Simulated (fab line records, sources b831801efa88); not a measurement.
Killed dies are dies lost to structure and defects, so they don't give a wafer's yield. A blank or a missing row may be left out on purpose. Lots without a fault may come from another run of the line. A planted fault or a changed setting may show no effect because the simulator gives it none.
Chamber matching | flow sky130 | SKY_NWELL_CLEAN_00 on wet_bench-04: 4 sister chambers
The step cleans in SC1/SC2, time 150 s. 4 wafers are shown with their chamber, then 7 later ones without.

WAFERS WITH THEIR CHAMBER
wafer  | chamber | bath_guard_temp_C (C)
L902.6 | 0       | 69.7
L904.6 | 2       | 69.4
L914.4 | 1       | 70.0
L917.3 | 3       | 70.7

WAFERS WITHOUT THEIR CHAMBER
wafer  | bath_guard_temp_C (C)
L917.6 | 70.8
L918.3 | 70.6
L918.5 | 70.4
L918.6 | 70.8
L919.1 | 70.0
L919.4 | 70.4
L919.6 | 70.5

WHICH CHAMBER EACH WENT THROUGH
wafer  | from the rows above     | in truth
L917.6 | 3                       | 3
L918.3 | 3                       | 3
L918.5 | can't be placed: 3 or 1 | 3
L918.6 | 3                       | 3
L919.1 | can't be placed: 1 or 0 | 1
L919.4 | can't be placed: 3 or 1 | 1
L919.6 | can't be placed: 3 or 1 | 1
Placed correctly: 3 of 7. Can't be placed from these rows: 4 (the true chamber is among the candidates in 4). Placed wrongly: 0.
How it was worked out, from the rows above alone: a wafer's distance from a chamber is the root of the sum, over the readings, of the square of ((its reading less the chamber's mean) divided by the reading's scatter). The wafer belongs to the nearest chamber; if the next one is less than 2 further off, it can't be placed. A chamber's mean is the mean of its shown wafers. The scatter: with one shown wafer a chamber, the root of the mean of the squares of how far each hidden wafer lies from its nearest shown one.
